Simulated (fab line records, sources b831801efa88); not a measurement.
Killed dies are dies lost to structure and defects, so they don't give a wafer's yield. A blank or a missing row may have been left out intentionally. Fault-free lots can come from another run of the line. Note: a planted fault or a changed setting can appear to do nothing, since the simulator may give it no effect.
Struck lot and sound lot, side by side | flow sky130 | 35 out of 708 route steps
Sound: these wafers, L180.2, L180.3, L180.5. Struck: wafer L194.3 (left out: L194.4, a lot-mate that was not struck); the cause follows at the end.
At each step with rows: each side's tool, then ch and its chambers, then its first start. Under that, the readings that differ: sound wafers | struck wafers | difference of the means | sigmas: that difference in standard deviations of wafers without a fault.
alike: readings whose means differ by less than 2 such deviations, and words and numbers that are the same on both sides. not compared: withheld readings, readings that some wafer has no value for, bounds like >300 that may hide the same value, and numbers for which the record gives no deviation and whose values overlap.
A row with sigmas, a row that says differs or no value, or rows on one side alone: a step with any of these is where the two part. Numbers that have no deviation but don't overlap get no sigmas and don't part them. Lack of a reading on every wafer of one side parts them only where that side has two or more wafers.

SKY_SD_P_CD_MEAS_07: target cd 380 nm.
  struck on cd sem-02, day 31 11:08; sound on cd sem-02, day 26 11:04
  alike: cd nm
SKY_SD_P_OVL_MEAS_08:
  struck on overlay-01, day 31 11:14; sound on overlay-01, day 26 11:11
  alike: SD_P_OVL
following that, these wafers have no rows for 1 step: SKY_SD_P_IMPLANT_09.
SKY_SD_P_STRIP_10: strips in O2/N2.
  sound on plasma asher-03 ch 0,1, day 26 11:22; struck on plasma asher-03 ch 1, day 31 11:26
  alike: drypump motor current A, oes product au, strip time to endpoint s
  not compared: rf hours counter h
SKY_SD_P_TW_MEAS_11:
  struck on film metro-03, day 31 11:32; sound on film metro-04, day 26 11:28
  alike: SD_P_TW
then, 7 steps without rows for these wafers: SKY_RES_XHIGH_DEHYDRATE_00 (time 60 s); SKY_RES_XHIGH_HMDS_01 (prime time 60 s); SKY_RES_XHIGH_COAT_02 (resist thk 1140 nm); SKY_RES_XHIGH_SOFTBAKE_03 (time 60 s); SKY_RES_XHIGH_EXPOSE_04 (exposes mask URPM, target cd 1270 nm); SKY_RES_XHIGH_PEB_05; SKY_RES_XHIGH_DEVELOP_06 (develop time 60 s).
SKY_RES_XHIGH_IMPLANT_07:
  sound on implanter-01 ch 0, day 27 16:31; struck on implanter-02 ch 0, day 32 15:02
  reading            | sound          | struck | difference | sigmas
  beam on s (s)      | 36.4 35.9 36.0 | 31.2   | -4.9       | -4
  faraday current uA | 554 562 568    | 649    | +88        | +5
SKY_RES_XHIGH_STRIP_08: strips in O2/N2.
  sound on plasma asher-04 ch 0, day 27 16:38; struck on plasma asher-01 ch 1, day 32 15:10
  reading                      | sound             | struck | difference | sigmas
  oes product au (a.u.)        | 0.712 0.714 0.708 | 0.723  | +0.012     | +3
  strip time to endpoint s (s) | 14.31 14.30 14.27 | 14.19  | -0.10      | -3
  alike: drypump motor current A
  not compared: rf hours counter h
SKY_RES_XHIGH_TW_MEAS_09:
  struck on film metro-03, day 32 15:15; sound on film metro-03, day 27 16:45
  reading      | sound          | struck | difference | sigmas
  RES_XHIGH_TW | 1647 1648 1655 | 1561   | -89        | -6
then, 7 steps without rows for these wafers: SKY_SD_N_DEHYDRATE_00 (time 60 s); SKY_SD_N_HMDS_01 (prime time 60 s); SKY_SD_N_COAT_02 (resist thk 1140 nm); SKY_SD_N_SOFTBAKE_03 (time 60 s); SKY_SD_N_EXPOSE_04 (exposes mask NSDM, target cd 380 nm); SKY_SD_N_PEB_05; SKY_SD_N_DEVELOP_06 (develop time 60 s).
SKY_SD_N_CD_MEAS_07: target cd 380 nm.
  struck on cd sem-02, day 33 17:35; sound on cd sem-02, day 28 20:52
  alike: cd nm
SKY_SD_N_OVL_MEAS_08:
  struck on overlay-02, day 33 17:41; sound on overlay-01, day 28 20:59
  alike: SD_N_OVL
then, 2 steps without rows for these wafers: SKY_SD_N_IMPLANT_09; SKY_SD_N_IMPLANT_10.
SKY_SD_N_STRIP_11: strips in O2/N2.
  sound on plasma asher-04 ch 0,1, day 28 21:19; struck on plasma asher-04 ch 0, day 33 18:02
  reading               | sound             | struck | difference | sigmas
  oes product au (a.u.) | 0.523 0.537 0.529 | 0.519  | -0.011     | -3
  alike: drypump motor current A, strip time to endpoint s
  not compared: rf hours counter h
SKY_SD_N_TW_MEAS_12:
  struck on film metro-02, day 33 18:08; sound on film metro-03, day 28 21:25
  reading | sound          | struck | difference | sigmas
  SD_N_TW | 4029 4059 4032 | 3955   | -85        | -2
then, 1 step without rows for these wafers: SKY_SD_N_CLEAN_13 (cleans in SC1/SC2, time 150 s).
SKY_SD_N_RTA_14: time 2 s.
  sound on rtp anneal-01 ch 0, day 28 21:32; struck on rtp anneal-01 ch 0, day 33 18:14
  alike: lamp power pct, ramp up c per s, wafer_temp_C_max
SKY_SD_N_RS_MEAS_16: the measuring method here is four-point-probe.
  struck on film metro-04, day 33 18:26; sound on film metro-04, day 28 21:43
  alike: SD_N_RS
SKY_SD_N_RS_MEAS_17: the measuring method here is four-point-probe.
  struck on film metro-04, day 33 18:33; sound on film metro-04, day 28 21:50
  alike: SD_P_RS
SKY_SD_N_RS_MEAS_18: the measuring method here is four-point-probe.
  struck on film metro-04, day 33 18:40; sound on film metro-04, day 28 21:57
  reading               | sound             | struck | difference | sigmas
  RES_XHIGH_RS (ohm/sq) | 332.3 332.4 332.1 | 392.2  | +59.9      | +46
then, 1 step without rows for these wafers: SKY_SALICIDE_CLEAN_00 (cleans in HF-last, time 30 s).
-- the record jumps here: 16 days lie between the struck wafers' starts before and after (it left off in module SALICIDE and takes up again in module PAD_OPEN, whose first step shown is number 708 of the route) --
SKY_PAD_OPEN_PROBE_99:
  struck on prober-02, day 49 22:17; sound on prober-02, day 46 13:04
  reading                                  | sound             | struck | difference | sigmas
  model.etest.res xhigh po.line ohm um     | 5852 5685 5701    | 8596   | +2850      |
  model.etest.res xhigh po.rs ohm sq       | 2027 1995 2032    | 3021   | +1003      |
  model.etest.res xhigh po.rs ohm sq range | 44.03 51.41 73.06 | 115.4  | +59.2      |
  alike: killed_at_M0_to_M3, killed_at_M4_up, killed at contacts, killed at front end, killed at other, killed dies, killed open, killed short

== WHERE THEY PART ==
First at SKY_RES_XHIGH_IMPLANT_07; last, within this record, at SKY_SD_N_RS_MEAS_18. Later steps at which nothing parts them and some readings are alike: SKY_PAD_OPEN_PROBE_99.

WHY: the cause the simulator had injected
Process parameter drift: implanter-02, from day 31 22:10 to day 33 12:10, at SKY_RES_XHIGH_IMPLANT_07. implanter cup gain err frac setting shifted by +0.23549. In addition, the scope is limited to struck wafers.
